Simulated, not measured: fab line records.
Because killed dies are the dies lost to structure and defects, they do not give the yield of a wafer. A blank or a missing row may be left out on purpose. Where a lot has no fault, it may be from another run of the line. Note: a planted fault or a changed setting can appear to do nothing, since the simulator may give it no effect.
Which tool did it? || flow sky130 || Sampling: 24 lots, 72 wafers, 4 of 708 route steps

WHAT THE GAUGES READ, wafer by wafer
SKY_VIA3_OVL_MEAS_13. Usual: VIA3_OVL typically reads 2 nm, with standard deviation 4.9.
{"lot": "L074", "measured": "day 39 10:44", "on": "overlay-02", "VIA3_OVL (nm)": "8 12 9", "flag": ""}
{"lot": "L075", "measured": "day 39 22:19", "on": "overlay-01", "VIA3_OVL (nm)": "-3 -2 -1", "flag": ""}
{"lot": "L076", "measured": "day 40 03:52", "on": "overlay-02", "VIA3_OVL (nm)": "5 2 -3", "flag": ""}
{"lot": "L077", "measured": "day 40 06:49", "on": "overlay-02", "VIA3_OVL (nm)": "8 3 8", "flag": ""}
{"lot": "L078", "measured": "day 40 23:05", "on": "overlay-02", "VIA3_OVL (nm)": "-1 -1 -3", "flag": ""}
{"lot": "L079", "measured": "day 41 11:40", "on": "overlay-02", "VIA3_OVL (nm)": "6 0 3", "flag": ""}
{"lot": "L081", "measured": "day 41 20:02", "on": "overlay-01", "VIA3_OVL (nm)": "-5 2 -3", "flag": ""}
{"lot": "L080", "measured": "day 41 22:38", "on": "overlay-01", "VIA3_OVL (nm)": "-8 -1 -5", "flag": ""}
{"lot": "L082", "measured": "day 42 02:13", "on": "overlay-01", "VIA3_OVL (nm)": "4 7 1", "flag": ""}
{"lot": "L083", "measured": "day 42 11:02", "on": "overlay-01", "VIA3_OVL (nm)": "-3 -5 2", "flag": ""}
{"lot": "L085", "measured": "day 43 14:35", "on": "overlay-02", "VIA3_OVL (nm)": "-6 -9 -5", "flag": ""}
{"lot": "L086", "measured": "day 43 17:37", "on": "overlay-02", "VIA3_OVL (nm)": "6 7 4", "flag": ""}
{"lot": "L084", "measured": "day 43 18:56", "on": "overlay-01", "VIA3_OVL (nm)": "8 9 9", "flag": ""}
{"lot": "L087", "measured": "day 43 20:19", "on": "overlay-01", "VIA3_OVL (nm)": "7 9 7", "flag": ""}
{"lot": "L088", "measured": "day 43 20:27", "on": "overlay-02", "VIA3_OVL (nm)": "10 1 11", "flag": ""}
{"lot": "L089", "measured": "day 43 22:43", "on": "overlay-02", "VIA3_OVL (nm)": "4 0 3", "flag": ""}
{"lot": "L090", "measured": "day 44 03:10", "on": "overlay-01", "VIA3_OVL (nm)": "3 2 4", "flag": ""}
{"lot": "L091", "measured": "day 44 13:26", "on": "overlay-01", "VIA3_OVL (nm)": "-2 -5 -3", "flag": ""}
{"lot": "L092", "measured": "day 45 08:17", "on": "overlay-01", "VIA3_OVL (nm)": "9 2 10", "flag": ""}
{"lot": "L093", "measured": "day 45 10:52", "on": "overlay-02", "VIA3_OVL (nm)": "7 10 5", "flag": ""}
{"lot": "L094", "measured": "day 45 13:38", "on": "overlay-01", "VIA3_OVL (nm)": "4 0 -1", "flag": ""}
{"lot": "L095", "measured": "day 45 17:43", "on": "overlay-02", "VIA3_OVL (nm)": "2 1 4", "flag": ""}
{"lot": "L096", "measured": "day 46 00:08", "on": "overlay-02", "VIA3_OVL (nm)": "-8 -9 -5", "flag": ""}
{"lot": "L097", "measured": "day 46 00:33", "on": "overlay-01", "VIA3_OVL (nm)": "0 1 -3", "flag": ""}

SKY_METAL4_OVL_MEAS_14. Usual: METAL4_OVL typically reads 0 nm, with standard deviation 5.
{"lot": "L074", "measured": "day 41 13:41", "on": "overlay-02", "METAL4_OVL (nm)": "-5 0 -2", "flag": ""}
{"lot": "L075", "measured": "day 42 00:22", "on": "overlay-01", "METAL4_OVL (nm)": "-6 -2 -9", "flag": ""}
{"lot": "L076", "measured": "day 42 05:56", "on": "overlay-01", "METAL4_OVL (nm)": "1 2 -4", "flag": ""}
{"lot": "L077", "measured": "day 42 09:08", "on": "overlay-02", "METAL4_OVL (nm)": "0 -1 3", "flag": ""}
{"lot": "L078", "measured": "day 42 23:17", "on": "overlay-02", "METAL4_OVL (nm)": "-7 -9 -9", "flag": ""}
{"lot": "L079", "measured": "day 43 11:43", "on": "overlay-01", "METAL4_OVL (nm)": "0 -2 1", "flag": ""}
{"lot": "L081", "measured": "day 43 20:05", "on": "overlay-01", "METAL4_OVL (nm)": "-1 -4 -13", "flag": ""}
{"lot": "L080", "measured": "day 43 23:02", "on": "overlay-01", "METAL4_OVL (nm)": "-2 4 -1", "flag": ""}
{"lot": "L082", "measured": "day 44 02:11", "on": "overlay-01", "METAL4_OVL (nm)": "-7 0 2", "flag": ""}
{"lot": "L083", "measured": "day 44 11:47", "on": "overlay-02", "METAL4_OVL (nm)": "3 -3 5", "flag": ""}
{"lot": "L085", "measured": "day 45 13:17", "on": "overlay-02", "METAL4_OVL (nm)": "2 4 4", "flag": ""}
{"lot": "L086", "measured": "day 45 16:10", "on": "overlay-01", "METAL4_OVL (nm)": "-8 2 -3", "flag": ""}
{"lot": "L084", "measured": "day 45 16:41", "on": "overlay-01", "METAL4_OVL (nm)": "3 1 -5", "flag": ""}
{"lot": "L087", "measured": "day 45 17:22", "on": "overlay-01", "METAL4_OVL (nm)": "4 10 2", "flag": ""}
{"lot": "L088", "measured": "day 45 18:08", "on": "overlay-02", "METAL4_OVL (nm)": "-4 -4 1", "flag": ""}
{"lot": "L089", "measured": "day 45 19:47", "on": "overlay-02", "METAL4_OVL (nm)": "4 8 17", "flag": ""}
{"lot": "L090", "measured": "day 46 00:26", "on": "overlay-02", "METAL4_OVL (nm)": "5 4 2", "flag": ""}
{"lot": "L091", "measured": "day 46 15:56", "on": "overlay-02", "METAL4_OVL (nm)": "1 10 -1", "flag": ""}
{"lot": "L092", "measured": "day 47 02:44", "on": "overlay-02", "METAL4_OVL (nm)": "2 7 4", "flag": ""}
{"lot": "L093", "measured": "day 47 05:23", "on": "overlay-01", "METAL4_OVL (nm)": "-2 1 -4", "flag": ""}
{"lot": "L094", "measured": "day 47 07:29", "on": "overlay-02", "METAL4_OVL (nm)": "-4 0 0", "flag": ""}
{"lot": "L095", "measured": "day 47 12:13", "on": "overlay-01", "METAL4_OVL (nm)": "0 5 -4", "flag": ""}
{"lot": "L096", "measured": "day 47 18:20", "on": "overlay-02", "METAL4_OVL (nm)": "-5 4 2", "flag": ""}
{"lot": "L097", "measured": "day 47 19:05", "on": "overlay-02", "METAL4_OVL (nm)": "9 1 -2", "flag": ""}

WHICH TOOL RAN EACH LOT (tool, then ch and the chambers of the sampled wafers, then the start)
{"lot": "L074", "SKY_CAPM_SPUTTER_02": "pvd sputter-03, day 36 03:21", "SKY_CAP2M_CVD_00": "pecvd-02 ch 0,1, day 39 12:17"}
{"lot": "L075", "SKY_CAPM_SPUTTER_02": "pvd sputter-04, day 36 15:01", "SKY_CAP2M_CVD_00": "pecvd-03 ch 0,1,2, day 39 23:55"}
{"lot": "L076", "SKY_CAPM_SPUTTER_02": "pvd sputter-04, day 36 22:37", "SKY_CAP2M_CVD_00": "pecvd-03 ch 0,1, day 40 05:25"}
{"lot": "L077", "SKY_CAPM_SPUTTER_02": "pvd sputter-01, day 37 01:18", "SKY_CAP2M_CVD_00": "pecvd-02 ch 1,2, day 40 08:23"}
{"lot": "L078", "SKY_CAPM_SPUTTER_02": "pvd sputter-04, day 37 18:09", "SKY_CAP2M_CVD_00": "pecvd-02 ch 0,2, day 41 00:39"}
{"lot": "L079", "SKY_CAPM_SPUTTER_02": "pvd sputter-04, day 38 08:10", "SKY_CAP2M_CVD_00": "pecvd-01 ch 1,2, day 41 13:14"}
{"lot": "L081", "SKY_CAPM_SPUTTER_02": "pvd sputter-03, day 38 17:37", "SKY_CAP2M_CVD_00": "pecvd-03 ch 0,2, day 41 21:36"}
{"lot": "L080", "SKY_CAPM_SPUTTER_02": "pvd sputter-01, day 38 19:23", "SKY_CAP2M_CVD_00": "pecvd-01 ch 0,1,2, day 42 00:13"}
{"lot": "L082", "SKY_CAPM_SPUTTER_02": "pvd sputter-04, day 38 21:58", "SKY_CAP2M_CVD_00": "pecvd-03 ch 0,1,2, day 42 03:52"}
{"lot": "L083", "SKY_CAPM_SPUTTER_02": "pvd sputter-04, day 39 07:43", "SKY_CAP2M_CVD_00": "pecvd-02 ch 1,2, day 42 12:37"}
{"lot": "L085", "SKY_CAPM_SPUTTER_02": "pvd sputter-04, day 40 14:26", "SKY_CAP2M_CVD_00": "pecvd-01 ch 0,2, day 43 16:08"}
{"lot": "L086", "SKY_CAPM_SPUTTER_02": "pvd sputter-01, day 40 17:18", "SKY_CAP2M_CVD_00": "pecvd-02 ch 0,2, day 43 19:17"}
{"lot": "L084", "SKY_CAPM_SPUTTER_02": "pvd sputter-01, day 40 17:56", "SKY_CAP2M_CVD_00": "pecvd-01 ch 0,1,2, day 43 20:34"}
{"lot": "L087", "SKY_CAPM_SPUTTER_02": "pvd sputter-04, day 40 18:40", "SKY_CAP2M_CVD_00": "pecvd-03 ch 1,2, day 43 21:53"}
{"lot": "L088", "SKY_CAPM_SPUTTER_02": "pvd sputter-04, day 40 19:07", "SKY_CAP2M_CVD_00": "pecvd-01 ch 0,1,2, day 43 22:20"}
{"lot": "L089", "SKY_CAPM_SPUTTER_02": "pvd sputter-01, day 40 23:08", "SKY_CAP2M_CVD_00": "pecvd-02 ch 1,2, day 44 00:19"}
{"lot": "L090", "SKY_CAPM_SPUTTER_02": "pvd sputter-03, day 41 02:21", "SKY_CAP2M_CVD_00": "pecvd-03 ch 0,2, day 44 04:47"}
{"lot": "L091", "SKY_CAPM_SPUTTER_02": "pvd sputter-04, day 41 15:06", "SKY_CAP2M_CVD_00": "pecvd-02 ch 0,1, day 44 15:19"}
{"lot": "L092", "SKY_CAPM_SPUTTER_02": "pvd sputter-04, day 42 10:28", "SKY_CAP2M_CVD_00": "pecvd-01 ch 0,1,2, day 45 09:52"}
{"lot": "L093", "SKY_CAPM_SPUTTER_02": "pvd sputter-04, day 42 13:22", "SKY_CAP2M_CVD_00": "pecvd-02 ch 0,2, day 45 12:25"}
{"lot": "L094", "SKY_CAPM_SPUTTER_02": "pvd sputter-01, day 42 16:20", "SKY_CAP2M_CVD_00": "pecvd-03 ch 0,1,2, day 45 15:10"}
{"lot": "L095", "SKY_CAPM_SPUTTER_02": "pvd sputter-01, day 42 21:51", "SKY_CAP2M_CVD_00": "pecvd-01 ch 0,1,2, day 45 19:16"}
{"lot": "L096", "SKY_CAPM_SPUTTER_02": "pvd sputter-01, day 43 03:49", "SKY_CAP2M_CVD_00": "pecvd-03 ch 0,1, day 46 01:40"}
{"lot": "L097", "SKY_CAPM_SPUTTER_02": "pvd sputter-04, day 43 04:11", "SKY_CAP2M_CVD_00": "pecvd-02 ch 0,1,2, day 46 02:05"}
- SKY_CAPM_SPUTTER_02: material TiN, target thk 200 nm, time 166.7 s.
- SKY_CAP2M_CVD_00: deposits SiO2, target thk 15.5 nm.

AS READ BY THE TOOLS THEMSELVES (means over the sampled wafers that have a number; for cases with no such wafer, the mark the record gives instead)
SKY_CAPM_SPUTTER_02. Usual: throttle valve pct at 30.3 %, with a standard deviation of 1.
{"lot": "L074", "tool": "pvd sputter-03", "throttle valve pct (%)": 30.6, "flag": ""}
{"lot": "L075", "tool": "pvd sputter-04", "throttle valve pct (%)": 30.3, "flag": ""}
{"lot": "L076", "tool": "pvd sputter-04", "throttle valve pct (%)": 31.2, "flag": ""}
{"lot": "L077", "tool": "pvd sputter-01", "throttle valve pct (%)": 30.2, "flag": ""}
{"lot": "L078", "tool": "pvd sputter-04", "throttle valve pct (%)": 31.2, "flag": ""}
{"lot": "L079", "tool": "pvd sputter-04", "throttle valve pct (%)": 30.1, "flag": ""}
{"lot": "L081", "tool": "pvd sputter-03", "throttle valve pct (%)": 29.7, "flag": ""}
{"lot": "L080", "tool": "pvd sputter-01", "throttle valve pct (%)": 30.3, "flag": ""}
{"lot": "L082", "tool": "pvd sputter-04", "throttle valve pct (%)": 30.1, "flag": ""}
{"lot": "L083", "tool": "pvd sputter-04", "throttle valve pct (%)": 30.8, "flag": ""}
{"lot": "L085", "tool": "pvd sputter-04", "throttle valve pct (%)": 29.8, "flag": ""}
{"lot": "L086", "tool": "pvd sputter-01", "throttle valve pct (%)": 31.1, "flag": ""}
{"lot": "L084", "tool": "pvd sputter-01", "throttle valve pct (%)": 29.9, "flag": ""}
{"lot": "L087", "tool": "pvd sputter-04", "throttle valve pct (%)": 29.0, "flag": ""}
{"lot": "L088", "tool": "pvd sputter-04", "throttle valve pct (%)": 29.2, "flag": ""}
{"lot": "L089", "tool": "pvd sputter-01", "throttle valve pct (%)": 30.3, "flag": ""}
{"lot": "L090", "tool": "pvd sputter-03", "throttle valve pct (%)": 30.0, "flag": ""}
{"lot": "L091", "tool": "pvd sputter-04", "throttle valve pct (%)": 30.2, "flag": ""}
{"lot": "L092", "tool": "pvd sputter-04", "throttle valve pct (%)": 30.0, "flag": ""}
{"lot": "L093", "tool": "pvd sputter-04", "throttle valve pct (%)": 30.1, "flag": ""}
{"lot": "L094", "tool": "pvd sputter-01", "throttle valve pct (%)": 30.9, "flag": ""}
{"lot": "L095", "tool": "pvd sputter-01", "throttle valve pct (%)": 30.3, "flag": ""}
{"lot": "L096", "tool": "pvd sputter-01", "throttle valve pct (%)": 30.1, "flag": ""}
{"lot": "L097", "tool": "pvd sputter-04", "throttle valve pct (%)": 30.8, "flag": ""}

SKY_CAP2M_CVD_00. Usual: heater power w at 715 W, with a standard deviation of 80.
{"lot": "L074", "tool": "pecvd-02", "heater power w (W)": 780, "flag": ""}
{"lot": "L075", "tool": "pecvd-03", "heater power w (W)": 661, "flag": ""}
{"lot": "L076", "tool": "pecvd-03", "heater power w (W)": 693, "flag": ""}
{"lot": "L077", "tool": "pecvd-02", "heater power w (W)": 723, "flag": ""}
{"lot": "L078", "tool": "pecvd-02", "heater power w (W)": 654, "flag": ""}
{"lot": "L079", "tool": "pecvd-01", "heater power w (W)": 738, "flag": ""}
{"lot": "L081", "tool": "pecvd-03", "heater power w (W)": 733, "flag": ""}
{"lot": "L080", "tool": "pecvd-01", "heater power w (W)": 724, "flag": ""}
{"lot": "L082", "tool": "pecvd-03", "heater power w (W)": 678, "flag": ""}
{"lot": "L083", "tool": "pecvd-02", "heater power w (W)": 706, "flag": ""}
{"lot": "L085", "tool": "pecvd-01", "heater power w (W)": 817, "flag": ""}
{"lot": "L086", "tool": "pecvd-02", "heater power w (W)": 699, "flag": ""}
{"lot": "L084", "tool": "pecvd-01", "heater power w (W)": 748, "flag": ""}
{"lot": "L087", "tool": "pecvd-03", "heater power w (W)": 671, "flag": ""}
{"lot": "L088", "tool": "pecvd-01", "heater power w (W)": 736, "flag": ""}
{"lot": "L089", "tool": "pecvd-02", "heater power w (W)": 705, "flag": ""}
{"lot": "L090", "tool": "pecvd-03", "heater power w (W)": 654, "flag": ""}
{"lot": "L091", "tool": "pecvd-02", "heater power w (W)": 764, "flag": ""}
{"lot": "L092", "tool": "pecvd-01", "heater power w (W)": 790, "flag": ""}
{"lot": "L093", "tool": "pecvd-02", "heater power w (W)": 666, "flag": ""}
{"lot": "L094", "tool": "pecvd-03", "heater power w (W)": 674, "flag": ""}
{"lot": "L095", "tool": "pecvd-01", "heater power w (W)": 755, "flag": ""}
{"lot": "L096", "tool": "pecvd-03", "heater power w (W)": 624, "flag": ""}
{"lot": "L097", "tool": "pecvd-02", "heater power w (W)": 690, "flag": ""}

THE ANSWER, worked out from the rows above alone
Rule: a lot counts as off when the mean over its wafers that have a number is more than 3 standard deviations away from the usual mean. A lot without any number at a reading at which 4 lots or more have one is off too. Where the step has rows for the other lots, those lots are counted as sound. First the gauges in route order, then the tools' own readings, where a lot's mean is used as printed above. The first step at which some lot is off is used, and at that step the reading that is off furthest; a lot without a number counts as furthest.
Across all readings shown, no lot is off: no conclusion can be drawn from this.

WHAT THE SIMULATOR HAD PUT IN
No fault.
